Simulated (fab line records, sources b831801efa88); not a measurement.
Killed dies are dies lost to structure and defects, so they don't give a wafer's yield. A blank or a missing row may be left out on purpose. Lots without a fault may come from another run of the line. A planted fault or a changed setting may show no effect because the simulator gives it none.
fab line records | flow sky130
record lots=6 wafers=18 last_day=50
route steps=708 shown SD_P@327 RES_XHIGH@332 SD_N@342 SALICIDE@361 PAD_OPEN@708
lots that met no fault: from a run of the same line without faults
start_h: hours from the record's first day to the start of the lot's first wafer shown | wait_h: hours since the lot's step before | " the same as in the row above | L1.1+2: a row that stands for several wafers | - no value, or no start given | * or withheld: withheld | < > ~ a bound
route shown NAME@n: a module of which the file shows steps, and the number in the route of the first | usual: mean/standard deviation of fault-free wafers | same: alike in all rows | chamber/n: place in a boat | sites: the reading at each site | _std_site: their standard deviation | _edge_site: outer sites' mean less inner sites' | radius_mm: how far each site lies from the wafer's centre | mask NAME#n: copy n | behind: the tool/chamber that last shaped the wafer | hold: why the lot was held/for how many hours/how that ended | device: the transistor (n, p or np) that didn't switch | end of line: the same wafers' tests at the end of the route | a step without rows: its recipe alone | killed: dies lost to structure and defects at the first sort, not the wafer's yield | map: a wafer's dies, x killed, . not, _ none there
set.NAME: the setting as run; set.NAME@STEP: as run at that earlier step | model.NAME: the simulator's own value behind a step, which no gauge read
lots at some steps of the route; a table a step, a row a wafer
services: from which hour (start_h, from the record's first day; less than 0 if before it) a tool's chamber was out of use, for how many hours, and why
## steps
# step SKY_SD_P_CD_MEAS_07
# recipe target_cd_nm=380
# usual cd_nm=380.6/2.5
# columns lot.wafer tool chamber start_h wait_h cd_nm
L373.1 cd_sem-02 - 654.02 0.1 378.0
L373.2 " - " " 378.2
L373.6 " - " " 377.3
L375.2 cd_sem-01 - 665.91 0.1 383.3
L375.4 " - " " 381.9
L375.6 " - " " 384.1
L376.1 cd_sem-01 - 673.29 0.1 378.2
L376.5 " - " " 376.9
L376.6 " - " " 378.2
L382.1 cd_sem-02 - 718.77 0.1 377.8
L382.2 " - " " 378.7
L382.4 " - " " 375.1
L384.1 cd_sem-02 - 736.99 0.1 378.0
L384.3 " - " " 377.7
L384.4 " - " " 380.0
L389.3 cd_sem-01 - 775.06 0.1 385.0
L389.4 " - " " 381.5
L389.5 " - " " 384.2
# step SKY_SD_P_OVL_MEAS_08
# usual SD_P_OVL=-0.4/1.3
# columns lot.wafer tool chamber start_h wait_h SD_P_OVL[nm]
L373.1 overlay-02 - 654.14 0.1 -0.2
L373.2 " - " " 0.2
L373.6 " - " " 1.2
L375.2 overlay-02 - 666.02 0.1 -1.1
L375.4 " - " " 0.9
L375.6 " - " " 1.2
L376.1 overlay-01 - 673.41 0.1 -0.7
L376.5 " - " " -0.5
L376.6 " - " " -1.2
L382.1 overlay-02 - 718.89 0.1 -0.5
L382.2 " - " " 0.8
L382.4 " - " " 3.1
L384.1 overlay-02 - 737.11 0.1 1.1
L384.3 " - " " 0.0
L384.4 " - " " 0.0
L389.3 overlay-01 - 775.15 0.1 -1.2
L389.4 " - " " -3.0
L389.5 " - " " -2.0
# step SKY_SD_P_IMPLANT_09
# recipe species=BF2 energy_kev=20 dose_cm2=3e+15 tilt_deg=0
# step SKY_SD_P_STRIP_10
# recipe chemistry=O2/N2 power_w=1400 pressure_mtorr=1500 platen_temp_c=withheld o2_flow_sccm=3000 n2_flow_sccm=300 overash_fraction=0.5
# usual chamber_pressure_mTorr=1500.0/1.3 drypump_motor_current_A=6.06/0.18 oes_product_au=0.617/0.0051 strip_time_to_endpoint_s=17.51/0.032
# columns lot.wafer tool chamber start_h wait_h chamber_pressure_mTorr drypump_motor_current_A oes_product_au rf_hours_counter_h strip_time_to_endpoint_s
L373.1 plasma_asher-04 1 654.33 0.1 1496.9 6.27 0.614 52 17.52
L373.2 " 0 " " 1500.8 6.16 0.621 52 17.52
L373.6 " 0 " " 1501.1 6.16 0.618 - 17.51
L375.2 plasma_asher-04 0 666.20 0.1 1498.9 6.15 0.619 53 17.45
L375.4 " 0 " " 1500.7 6.14 0.620 - 17.50
L375.6 " 0 " " 1499.9 6.16 0.621 - 17.44
L376.1 plasma_asher-04 1 673.59 0.1 1499.0 6.24 0.618 54 17.51
L376.5 " 0 " " 1501.2 6.14 0.616 - 17.50
L376.6 " 1 " " 1499.6 6.26 0.611 - 17.50
L382.1 plasma_asher-01 0 719.08 0.1 1500.0 6.14 0.625 91 17.55
L382.2 " 1 " " 1500.8 5.96 0.615 91 17.53
L382.4 " 1 " " 1499.4 5.96 0.618 - 17.57
L384.1 plasma_asher-04 0 737.30 0.1 1498.3 6.17 0.619 61 17.49
L384.3 " 1 " " 1500.5 6.27 0.622 - 17.55
L384.4 " 0 " " 1500.1 6.18 0.621 - 17.48
L389.3 plasma_asher-04 0 775.36 0.1 1497.8 6.15 0.613 - 17.49
L389.4 " 1 " " 1498.2 6.26 0.618 - 17.51
L389.5 " 1 " " 1499.6 6.26 0.618 - 17.49
# step SKY_SD_P_TW_MEAS_11
# usual SD_P_TW=2812/19
# columns lot.wafer tool chamber start_h wait_h SD_P_TW
L373.1 film_metro-02 - 654.43 0.1 2801
L373.2 " - " " 2805
L373.6 " - " " 2789
L375.2 film_metro-04 - 666.31 0.1 2779
L375.4 " - " " 2781
L375.6 " - " " 2776
L376.1 film_metro-03 - 673.69 0.1 2830
L376.5 " - " " 2824
L376.6 " - " " 2815
L382.1 film_metro-03 - 719.18 0.1 2845
L382.2 " - " " 2816
L382.4 " - " " 2838
L384.1 film_metro-03 - 737.40 0.1 2834
L384.3 " - " " 2824
L384.4 " - " " 2836
L389.3 film_metro-03 - 775.45 0.1 2847
L389.4 " - " " 2845
L389.5 " - " " 2831
# step SKY_RES_XHIGH_DEHYDRATE_00
# recipe temp_c=200 time_s=60
# step SKY_RES_XHIGH_HMDS_01
# recipe prime_time_s=60 prime_temp_c=120
# step SKY_RES_XHIGH_COAT_02
# recipe resist=NOVOLAK spin_rpm=3000 resist_thk_nm=1140
# step SKY_RES_XHIGH_SOFTBAKE_03
# recipe temp_c=90 time_s=60 resist=NOVOLAK
# step SKY_RES_XHIGH_EXPOSE_04
# recipe mask_id=URPM na=0.6 source_shape=conventional sigma_outer=0.6 polarization=unpolarized target_cd_nm=1270 dose_mj=140
# step SKY_RES_XHIGH_PEB_05
# recipe temp_c=withheld time_s=* resist=NOVOLAK
# step SKY_RES_XHIGH_DEVELOP_06
# recipe resist=NOVOLAK developer=TMAH develop_time_s=60 dev_temp_c=23
# step SKY_RES_XHIGH_IMPLANT_07
# recipe species=BF2 energy_kev=20 dose_cm2=3.6e+14 tilt_deg=0
# usual beam_on_s=40.4/2.6 dose_ions_cm2=3.6e+14/4.3e+11 tilt_deg=0.001/0.02
# columns lot.wafer tool chamber start_h wait_h beam_on_s dose_ions_cm2 tilt_deg
L373.1 implanter-04 0 682.82 0.1 41.0 3.604e+14 0.028
L373.2 " 0 " " 41.5 3.601e+14 0.006
L373.6 " 0 " " 41.2 3.605e+14 -0.049
L375.2 implanter-03 0 693.15 0.1 37.3 3.595e+14 -0.022
L375.4 " 0 " " 37.5 3.597e+14 0.022
L375.6 " 0 " " 38.8 3.597e+14 -0.016
L376.1 implanter-02 0 701.48 0.1 43.9 3.601e+14 -0.017
L376.5 " 0 " " 45.4 3.601e+14 -0.007
L376.6 " 0 " " 45.0 3.597e+14 0.002
L382.1 implanter-03 0 745.89 0.1 23.5 2.258e+14 -0.026
L382.2 " 0 " " 23.1 2.257e+14 0.000
L382.4 " 0 " " 24.4 2.262e+14 0.011
L384.1 implanter-03 0 764.89 0.1 24.5 2.252e+14 -0.016
L384.3 " 0 " " 24.2 2.259e+14 0.012
L384.4 " 0 " " 24.4 2.253e+14 -0.024
L389.3 implanter-04 0 801.25 0.1 42.5 3.598e+14 0.034
L389.4 " 0 " " 40.9 3.602e+14 0.006
L389.5 " 0 " " 40.3 3.6e+14 0.038
# step SKY_RES_XHIGH_STRIP_08
# recipe chemistry=O2/N2 power_w=1400 pressure_mtorr=1500 platen_temp_c=withheld o2_flow_sccm=3000 n2_flow_sccm=300 overash_fraction=0.5
# usual chamber_pressure_mTorr=1499.9/1.4 drypump_motor_current_A=5.8/0.44 oes_product_au=0.711/0.0043 strip_time_to_endpoint_s=14.28/0.044
# columns lot.wafer tool chamber start_h wait_h chamber_pressure_mTorr drypump_motor_current_A oes_product_au rf_hours_counter_h strip_time_to_endpoint_s
L373.1 plasma_asher-03 0 682.97 0.1 1500.2 5.7 0.706 23 14.27
L373.2 " 1 " " 1500.9 5.9 0.711 23 14.30
L373.6 " 0 " " 1499.7 5.7 0.716 - 14.28
L375.2 plasma_asher-03 1 693.28 0.1 1499.8 5.9 0.706 25 14.25
L375.4 " 1 " " 1499.6 5.9 0.711 - 14.27
L375.6 " 0 " " 1498.8 5.7 0.708 - 14.29
L376.1 plasma_asher-03 0 701.63 0.1 1499.3 5.7 0.718 25 14.36
L376.5 " 0 " " 1501.0 5.7 0.717 - 14.33
L376.6 " 1 " " 1499.9 5.9 0.712 - 14.38
L382.1 plasma_asher-02 0 746.04 0.1 1500.2 6.4 0.714 0 14.19
L382.2 " 1 " " 1501.9 5.0 0.718 0 14.19
L382.4 " 1 " " 1501.3 5.0 0.715 - 14.23
L384.1 plasma_asher-04 0 765.04 0.1 1500.8 6.2 0.713 64 14.16
L384.3 " 1 " " 1499.4 6.2 0.711 - 14.20
L384.4 " 0 " " 1500.3 6.1 0.716 - 14.15
L389.3 plasma_asher-02 1 801.38 0.1 1499.5 5.0 0.712 - 14.23
L389.4 " 0 " " 1501.1 6.4 0.719 - 14.24
L389.5 " 1 " " 1499.7 5.1 0.712 - 14.24
# step SKY_RES_XHIGH_TW_MEAS_09
# usual RES_XHIGH_TW=1629/11
# columns lot.wafer tool chamber start_h wait_h RES_XHIGH_TW
L373.1 film_metro-02 - 683.07 0.1 1622
L373.2 " - " " 1624
L373.6 " - " " 1619
L375.2 film_metro-02 - 693.39 0.1 1617
L375.4 " - " " 1623
L375.6 " - " " 1626
L376.1 film_metro-04 - 701.75 0.1 1631
L376.5 " - " " 1615
L376.6 " - " " 1626
L382.1 film_metro-02 - 746.14 0.1 1404
L382.2 " - " " 1408
L382.4 " - " " 1410
L384.1 film_metro-03 - 765.14 0.1 1426
L384.3 " - " " 1432
L384.4 " - " " 1426
L389.3 film_metro-04 - 801.47 0.1 1624
L389.4 " - " " 1614
L389.5 " - " " 1610
# step SKY_SD_N_DEHYDRATE_00
# recipe temp_c=200 time_s=60
# step SKY_SD_N_HMDS_01
# recipe prime_time_s=60 prime_temp_c=120
# step SKY_SD_N_COAT_02
# recipe resist=NOVOLAK spin_rpm=3000 resist_thk_nm=1140
# step SKY_SD_N_SOFTBAKE_03
# recipe temp_c=90 time_s=60 resist=NOVOLAK
# step SKY_SD_N_EXPOSE_04
# recipe mask_id=NSDM na=0.6 source_shape=conventional sigma_outer=0.6 polarization=unpolarized target_cd_nm=380 dose_mj=141
# step SKY_SD_N_PEB_05
# recipe temp_c=withheld time_s=* resist=NOVOLAK
# step SKY_SD_N_DEVELOP_06
# recipe resist=NOVOLAK developer=TMAH develop_time_s=60 dev_temp_c=23
# step SKY_SD_N_CD_MEAS_07
# recipe target_cd_nm=380
# usual cd_nm=379.8/2.8
# columns lot.wafer tool chamber start_h wait_h cd_nm
L373.1 cd_sem-01 - 711.34 0.1 384.0
L373.2 " - " " 387.0
L373.6 " - " " 382.6
L375.2 cd_sem-02 - 721.25 0.1 376.9
L375.4 " - " " 378.8
L375.6 " - " " 377.5
L376.1 cd_sem-02 - 728.84 0.1 382.5
L376.5 " - " " 383.2
L376.6 " - " " 381.4
L382.1 cd_sem-02 - 772.98 0.1 382.6
L382.2 " - " " 380.2
L382.4 " - " " 382.2
L384.1 cd_sem-02 - 791.84 0.1 381.4
L384.3 " - " " 379.8
L384.4 " - " " 380.0
L389.3 cd_sem-02 - 827.03 0.1 380.0
L389.4 " - " " 382.1
L389.5 " - " " 380.1
# step SKY_SD_N_OVL_MEAS_08
# usual SD_N_OVL=0.7/1.3
# columns lot.wafer tool chamber start_h wait_h SD_N_OVL[nm]
L373.1 overlay-01 - 711.46 0.1 0.6
L373.2 " - " " 1.4
L373.6 " - " " -0.8
L375.2 overlay-01 - 721.35 0.1 0.2
L375.4 " - " " -1.1
L375.6 " - " " -0.7
L376.1 overlay-02 - 728.96 0.1 1.3
L376.5 " - " " 1.4
L376.6 " - " " 1.6
L382.1 overlay-02 - 773.10 0.1 0.1
L382.2 " - " " 0.2
L382.4 " - " " -0.2
L384.1 overlay-01 - 791.96 0.1 0.4
L384.3 " - " " 2.5
L384.4 " - " " 2.2
L389.3 overlay-02 - 827.14 0.1 2.2
L389.4 " - " " 2.7
L389.5 " - " " 1.2
# step SKY_SD_N_IMPLANT_09
# recipe species=As energy_kev=50 dose_cm2=4e+15 tilt_deg=0
# step SKY_SD_N_IMPLANT_10
# recipe species=P energy_kev=20 dose_cm2=1e+14 tilt_deg=0
# step SKY_SD_N_STRIP_11
# recipe chemistry=O2/N2 power_w=1400 pressure_mtorr=1500 platen_temp_c=withheld o2_flow_sccm=3000 n2_flow_sccm=300 overash_fraction=0.5
# usual chamber_pressure_mTorr=1499.9/1.5 drypump_motor_current_A=5.9/0.4 oes_product_au=0.528/0.0047 strip_time_to_endpoint_s=22.56/0.037
# columns lot.wafer tool chamber start_h wait_h chamber_pressure_mTorr drypump_motor_current_A oes_product_au rf_hours_counter_h strip_time_to_endpoint_s
L373.1 plasma_asher-01 1 711.79 0.1 1500.0 5.9 0.532 90 22.51
L373.2 " 0 " " 1501.8 6.1 0.528 90 22.55
L373.6 " 1 " " 1498.5 5.9 0.520 - 22.55
L375.2 plasma_asher-01 1 721.68 0.1 1501.7 6.0 0.527 91 22.62
L375.4 " 1 " " 1500.7 5.9 0.526 - 22.59
L375.6 " 1 " " 1499.9 6.0 0.532 - 22.61
L376.1 plasma_asher-03 1 729.30 0.1 1499.9 5.9 0.521 28 22.50
L376.5 " 0 " " 1500.5 5.7 0.524 - 22.55
L376.6 " 1 " " 1501.5 5.9 0.525 - 22.48
L382.1 plasma_asher-01 0 773.43 0.1 1501.8 6.1 0.521 96 22.53
L382.2 " 1 " " 1496.5 5.9 0.530 96 22.57
L382.4 " 0 " " 1501.6 6.1 0.535 - 22.56
L384.1 plasma_asher-03 1 792.29 0.1 1501.0 5.9 0.529 35 22.52
L384.3 " 0 " " 1497.9 5.7 0.521 - 22.59
L384.4 " 1 " " 1499.9 5.9 0.527 - 22.57
L389.3 plasma_asher-03 0 827.50 0.1 1501.8 5.7 0.531 - 22.51
L389.4 " 1 " " 1502.2 5.9 0.529 - 22.54
L389.5 " 0 " " 1498.2 5.7 0.531 - 22.49
# step SKY_SD_N_TW_MEAS_12
# usual SD_N_TW=3956/30
# columns lot.wafer tool chamber start_h wait_h SD_N_TW
L373.1 film_metro-04 - 711.89 0.1 3935
L373.2 " - " " 3930
L373.6 " - " " 3959
L375.2 film_metro-03 - 721.79 0.1 3992
L375.4 " - " " 4003
L375.6 " - " " 3992
L376.1 film_metro-04 - 729.40 0.1 3939
L376.5 " - " " 3927
L376.6 " - " " 3918
L382.1 film_metro-02 - 773.53 0.1 3969
L382.2 " - " " 3935
L382.4 " - " " 3972
L384.1 film_metro-04 - 792.39 0.1 3919
L384.3 " - " " 3926
L384.4 " - " " 3923
L389.3 film_metro-02 - 827.59 0.1 3977
L389.4 " - " " 4005
L389.5 " - " " 4015
# step SKY_SD_N_CLEAN_13
# recipe chemistry=SC1/SC2 mix=1:4:20 temp_c=70 time_s=150 dry=n2_spin
# step SKY_SD_N_RTA_14
# recipe temp_c=1075 time_s=2 idle_temp_c=650 ramp_up_c_per_s=150 ramp_down_c_per_s=90 ambient=N2
# usual lamp_power_pct=15.74/0.052 wafer_temp_C_max=1078.0/1.3
# columns lot.wafer tool chamber start_h wait_h lamp_power_pct wafer_temp_C_max
L373.1 rtp_anneal-02 0 712.00 0.0 15.73 1077.6
L373.2 " 0 " " 15.76 1077.7
L373.6 " 0 " " 15.75 1078.2
L375.2 rtp_anneal-02 0 721.90 0.0 15.62 1078.2
L375.4 " 0 " " 15.70 1075.7
L375.6 " 0 " " 15.80 1076.5
L376.1 rtp_anneal-01 0 729.51 0.0 15.62 1077.6
L376.5 " 0 " " 15.70 1079.4
L376.6 " 0 " " 15.75 1078.7
L382.1 rtp_anneal-01 0 773.65 0.0 15.81 1077.0
L382.2 " 0 " " 15.71 1079.2
L382.4 " 0 " " 15.74 1078.6
L384.1 rtp_anneal-01 0 792.50 0.0 15.70 1078.0
L384.3 " 0 " " 15.73 1078.8
L384.4 " 0 " " 15.77 1078.1
L389.3 rtp_anneal-01 0 827.70 0.0 15.82 1077.9
L389.4 " 0 " " 15.77 1079.6
L389.5 " 0 " " 15.61 1076.7
# step SKY_SD_N_RS_MEAS_16
# recipe thk_meas_gauge=four-point-probe
# usual SD_N_RS=68.48/0.13
# columns lot.wafer tool chamber start_h wait_h SD_N_RS[ohm/sq]
L373.1 film_metro-04 - 712.18 0.1 68.53
L373.2 " - " " 68.40
L373.6 " - " " 68.42
L375.2 film_metro-02 - 722.09 0.1 68.42
L375.4 " - " " 68.51
L375.6 " - " " 68.50
L376.1 film_metro-04 - 729.68 0.1 68.25
L376.5 " - " " 68.46
L376.6 " - " " 68.34
L382.1 film_metro-04 - 773.82 0.1 68.39
L382.2 " - " " 68.36
L382.4 " - " " 68.29
L384.1 film_metro-02 - 792.68 0.1 68.46
L384.3 " - " " 68.57
L384.4 " - " " 68.61
L389.3 film_metro-03 - 827.89 0.1 68.53
L389.4 " - " " 68.63
L389.5 " - " " 68.43
# step SKY_SD_N_RS_MEAS_17
# recipe thk_meas_gauge=four-point-probe
# usual SD_P_RS=146.9/0.32
# columns lot.wafer tool chamber start_h wait_h SD_P_RS[ohm/sq]
L373.1 film_metro-04 - 712.30 0.1 146.9
L373.2 " - " " 147.0
L373.6 " - " " 146.7
L375.2 film_metro-02 - 722.21 0.1 147.0
L375.4 " - " " 146.7
L375.6 " - " " 147.3
L376.1 film_metro-04 - 729.80 0.1 146.3
L376.5 " - " " 146.5
L376.6 " - " " 146.4
L382.1 film_metro-04 - 773.94 0.1 146.3
L382.2 " - " " 146.8
L382.4 " - " " 146.4
L384.1 film_metro-02 - 792.80 0.1 147.4
L384.3 " - " " 147.0
L384.4 " - " " 147.4
L389.3 film_metro-03 - 828.01 0.1 146.7
L389.4 " - " " 147.1
L389.5 " - " " 146.8
# step SKY_SD_N_RS_MEAS_18
# recipe thk_meas_gauge=four-point-probe
# usual RES_XHIGH_RS=332.9/1.2
# columns lot.wafer tool chamber start_h wait_h RES_XHIGH_RS[ohm/sq]
L373.1 film_metro-04 - 712.42 0.1 334.5
L373.2 " - " " 334.2
L373.6 " - " " 333.8
L375.2 film_metro-02 - 722.33 0.1 333.6
L375.4 " - " " 332.5
L375.6 " - " " 332.4
L376.1 film_metro-04 - 729.92 0.1 329.9
L376.5 " - " " 332.0
L376.6 " - " " 330.9
L382.1 film_metro-04 - 774.06 0.1 486.2
L382.2 " - " " 487.1
L382.4 " - " " 487.6
L384.1 film_metro-02 - 792.92 0.1 483.1
L384.3 " - " " 483.5
L384.4 " - " " 484.5
L389.3 film_metro-03 - 828.13 0.1 334.3
L389.4 " - " " 334.2
L389.5 " - " " 335.2
# step SKY_SALICIDE_CLEAN_00
# recipe chemistry=HF-last time_s=30 dilution=100:1 dry=ipa_marangoni
# step SKY_PAD_OPEN_PROBE_99
# usual killed_at_M0_to_M3=43/6.7 killed_at_M4_up=3.2/1.8 killed_at_contacts=24/4.8 killed_at_front_end=16/4.2 killed_at_other=0.3/0.56 killed_dies=86/8.5 killed_open=47/6.7 killed_short=39/6
# same gross_dies=492 killed_at_back_side=0
# columns lot.wafer tool chamber start_h wait_h killed_at_M0_to_M3 killed_at_M4_up killed_at_contacts killed_at_front_end killed_at_other killed_dies killed_open killed_short model.etest.res_xhigh_po.line_ohm_um model.etest.res_xhigh_po.rs_ohm_sq model.etest.res_xhigh_po.rs_ohm_sq_range model.etest.res_xhigh_po.rs_ohm_sq_rim_less_centre
L373.1 prober-02 - 1120.90 0.1 45 5 26 19 0 95 49 46 5555 1919 76.4 -49.45
L373.2 prober-02 - 1120.95 0.1 45 2 21 14 0 82 46 36 5531 1975 75.62 -30.72
L373.6 prober-02 - 1121.15 0.2 43 2 22 14 0 81 48 33 5715 1982 74.56 -37.79
L375.2 prober-02 - 1127.85 0.1 50 5 25 13 0 93 51 42 5630 1930 50.43 -36.81
L375.4 prober-02 - 1127.95 0.2 40 3 24 9 1 77 44 33 5533 1937 66.96 -44.6
L375.6 prober-02 - 1128.05 0.2 51 2 29 8 0 90 59 30 5595 1985 66.52 -43.12
L376.1 prober-01 - 1132.90 0.1 32 7 22 12 0 73 27 46 5526 1985 89.83 83.8
L376.5 prober-01 - 1133.10 0.2 34 7 24 11 0 76 32 43 5723 2035 83.18 68.88
L376.6 prober-01 - 1133.15 0.2 50 4 29 13 0 96 48 46 5968 2058 97.59 87.01
L382.1 prober-01 - 1163.70 0.1 34 1 22 12 0 69 45 24 1.545e+04 5456 301.4 238.3
L382.2 prober-01 - 1163.75 0.1 43 5 30 15 1 94 50 44 1.567e+04 5408 256.1 147.1
L382.4 prober-01 - 1163.85 0.2 50 2 30 17 0 99 57 42 1.618e+04 5750 340.4 242.3
L384.1 prober-01 - 1176.91 0.1 57 2 19 12 2 92 53 39 1.561e+04 5431 406 363.3
L384.3 prober-01 - 1177.01 0.2 39 1 23 10 0 73 37 36 1.624e+04 5716 500 367.3
L384.4 prober-01 - 1177.06 0.2 47 4 20 21 0 92 52 40 1.535e+04 5342 329.9 288.1
L389.3 prober-02 - 1197.93 0.2 42 4 20 17 0 83 51 31 5727 2004 81.08 54.23
L389.4 prober-02 - 1197.98 0.2 45 6 24 25 0 100 52 47 5578 1944 72.34 48.78
L389.5 prober-02 - 1198.03 0.2 42 3 24 14 0 83 43 39 5460 1930 80.84 70.51
# killed by level:class
L373.1 VIA1:geometric_particle:open=14 CONTACT:geometric_particle:open=8 LOCAL_INTERCONNECT:geometric_particle:short=7 SPACER:geometric_particle:short=6 LI_CONTACT:geometric_particle:open=6 VIA3:geometric_particle:open=6 FIELD_ISO:geometric_particle:open=5 POLY_GATE:geometric_particle:short=5
L373.2 VIA2:geometric_particle:open=12 VIA1:geometric_particle:open=10 CONTACT:geometric_particle:open=6 VIA3:geometric_particle:open=6 LI_CONTACT:geometric_particle:open=5 METAL1:geometric_particle:short=5 METAL3:geometric_particle:short=5 POLY_GATE:geometric_particle:short=4
L373.6 LI_CONTACT:geometric_particle:open=10 VIA1:geometric_particle:open=9 METAL2:geometric_particle:short=8 VIA3:geometric_particle:open=7 VIA2:geometric_particle:open=6 VIA1:geometric_particle:short=5 POLY_GATE:geometric_particle:open=5 METAL1:geometric_particle:short=5
L375.2 CONTACT:geometric_particle:open=11 VIA1:geometric_particle:open=10 METAL1:geometric_particle:short=7 METAL2:geometric_particle:short=7 VIA3:geometric_particle:open=7 FIELD_ISO:geometric_particle:open=5 LOCAL_INTERCONNECT:geometric_particle:short=5 VIA2:geometric_particle:open=5
L375.4 LI_CONTACT:geometric_particle:open=9 VIA1:geometric_particle:open=8 VIA3:geometric_particle:open=7 LOCAL_INTERCONNECT:geometric_particle:short=5 CONTACT:geometric_particle:open=5 VIA2:geometric_particle:open=5 VIA1:geometric_particle:short=5 POLY_GATE:geometric_particle:short=3
L375.6 VIA1:geometric_particle:open=12 CONTACT:geometric_particle:open=11 LI_CONTACT:geometric_particle:open=11 VIA2:geometric_particle:open=10 VIA3:geometric_particle:open=7 VIA1:geometric_particle:short=4 METAL2:geometric_particle:short=4 METAL3:geometric_particle:short=4
L376.1 CONTACT:geometric_particle:open=8 LOCAL_INTERCONNECT:geometric_particle:short=7 METAL2:geometric_particle:short=7 METAL4:geometric_particle:short=7 VIA1:geometric_particle:short=6 METAL3:geometric_particle:short=5 LI_CONTACT:geometric_particle:open=5 VIA1:geometric_particle:open=5
L376.5 CONTACT:geometric_particle:open=12 VIA1:geometric_particle:open=9 CONTACT:geometric_particle:short=7 METAL4:geometric_particle:short=6 METAL1:geometric_particle:short=5 METAL3:geometric_particle:short=5 FIELD_ISO:geometric_particle:short=4 LI_CONTACT:geometric_particle:open=4
L376.6 CONTACT:geometric_particle:open=11 VIA1:geometric_particle:open=11 VIA1:geometric_particle:short=10 CONTACT:geometric_particle:short=8 METAL2:geometric_particle:short=7 LI_CONTACT:geometric_particle:open=6 FIELD_ISO:geometric_particle:open=4 LOCAL_INTERCONNECT:geometric_particle:short=4
L382.1 VIA1:geometric_particle:open=10 CONTACT:geometric_particle:open=9 VIA2:geometric_particle:open=8 CONTACT:geometric_particle:short=6 POLY_GATE:geometric_particle:short=5 VIA3:geometric_particle:open=5 VIA1:geometric_particle:short=4 FIELD_ISO:geometric_particle:open=3
L382.2 CONTACT:geometric_particle:open=9 LI_CONTACT:geometric_particle:open=8 VIA1:geometric_particle:open=8 CONTACT:geometric_particle:short=7 METAL2:geometric_particle:short=7 VIA2:geometric_particle:open=6 VIA3:geometric_particle:open=5 POLY_GATE:geometric_particle:short=4
L382.4 VIA1:geometric_particle:open=15 CONTACT:geometric_particle:short=10 VIA3:geometric_particle:open=10 LI_CONTACT:geometric_particle:open=8 CONTACT:geometric_particle:open=7 VIA1:geometric_particle:short=6 POLY_GATE:geometric_particle:short=5 VIA2:geometric_particle:open=5
L384.1 VIA2:geometric_particle:open=12 VIA1:geometric_particle:open=11 CONTACT:geometric_particle:open=9 VIA3:geometric_particle:open=8 METAL1:geometric_particle:short=5 VIA1:geometric_particle:short=5 LOCAL_INTERCONNECT:geometric_particle:short=4 METAL2:geometric_particle:short=4
L384.3 METAL2:geometric_particle:short=9 CONTACT:geometric_particle:open=8 VIA1:geometric_particle:open=8 CONTACT:geometric_particle:short=7 VIA2:geometric_particle:open=6 VIA3:geometric_particle:open=5 LI_CONTACT:geometric_particle:open=4 FIELD_ISO:geometric_particle:short=3
L384.4 VIA1:geometric_particle:open=16 LI_CONTACT:geometric_particle:open=8 POLY_GATE:geometric_particle:open=6 METAL2:geometric_particle:short=6 VIA2:geometric_particle:short=6 FIELD_ISO:geometric_particle:open=5 POLY_GATE:geometric_particle:short=5 VIA1:geometric_particle:short=5
L389.3 CONTACT:geometric_particle:open=10 VIA1:geometric_particle:open=9 VIA2:geometric_particle:open=8 VIA3:geometric_particle:open=7 FIELD_ISO:geometric_particle:short=5 VIA3:geometric_particle:short=5 VIA2:geometric_particle:short=4 LI_CONTACT:geometric_particle:open=4
L389.4 CONTACT:geometric_particle:open=9 VIA1:geometric_particle:open=9 VIA2:geometric_particle:open=8 FIELD_ISO:geometric_particle:short=7 LOCAL_INTERCONNECT:geometric_particle:short=7 VIA1:geometric_particle:short=7 LI_CONTACT:geometric_particle:open=6 METAL4:geometric_particle:short=5
L389.5 CONTACT:geometric_particle:open=10 VIA2:geometric_particle:open=7 VIA1:geometric_particle:open=7 METAL3:geometric_particle:short=7 LI_CONTACT:geometric_particle:open=5 FIELD_ISO:geometric_particle:short=4 CONTACT:geometric_particle:short=4 METAL1:geometric_particle:short=4
## services
# columns tool chamber start_h hours kind
plasma_asher-04 - 648.35 5.8 pm
plasma_asher-04 - 655.40 1.8 repair
implanter-04 - 685.26 4.9 repair
implanter-02 - 719.57 2.8 pm
plasma_asher-02 - 733.75 9.0 pm
plasma_asher-02 0 733.75 9.0 vent_cycle
plasma_asher-02 1 733.75 9.0 vent_cycle
plasma_asher-02 0 742.75 - clean
plasma_asher-02 1 742.75 - clean
plasma_asher-01 - 744.21 7.7 repair
implanter-02 - 766.64 5.1 repair
plasma_asher-02 - 770.56 0.5 repair
rtp_anneal-02 - 775.24 63.2 pm
plasma_asher-04 - 775.66 28.1 pm
implanter-04 - 793.42 3.5 pm
plasma_asher-04 - 803.76 15.6 pm
implanter-04 - 806.21 6.4 repair
implanter-03 - 811.41 18.7 pm
## key
first_sign step=SKY_RES_XHIGH_IMPLANT_07 reading=dose_ions_cm2 direction=down sigmas=99+ usual=* struck=*
effect step=SKY_RES_XHIGH_IMPLANT_07 reading=beam_on_s direction=down sigmas=6.3 usual=40.4 struck=24.0
effect step=SKY_RES_XHIGH_TW_MEAS_09 reading=RES_XHIGH_TW direction=down sigmas=20 usual=1629 struck=1418
effect step=SKY_SD_N_RS_MEAS_18 reading=RES_XHIGH_RS direction=up sigmas=99+ usual=332.9 struck=485.3
model_effect step=SKY_PAD_OPEN_PROBE_99 value=etest.res_xhigh_po.line_ohm_um without=5610 struck=1.575e+04
met_at SKY_RES_XHIGH_IMPLANT_07
struck_wafers L382.1,L382.2,L382.4,L384.1,L384.3,L384.4
tester_left_out L382,L384
onset_between 693.15 745.89
fault kind=process_parameter_drift tool=implanter-03 chamber=- onset_h=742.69 steps=SKY_RES_XHIGH_IMPLANT_07 channel=dose_cm2 offset=* shape=step end_h=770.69 acts_in=* stated=*
# tester_left_out: of these lots the tester's yield and bins aren't shown, on N5 and GAA mostly nor the transistor test; their killed dies are dies lost to structure and defects alone, not to doping, threshold or leakage, so they don't give the yield
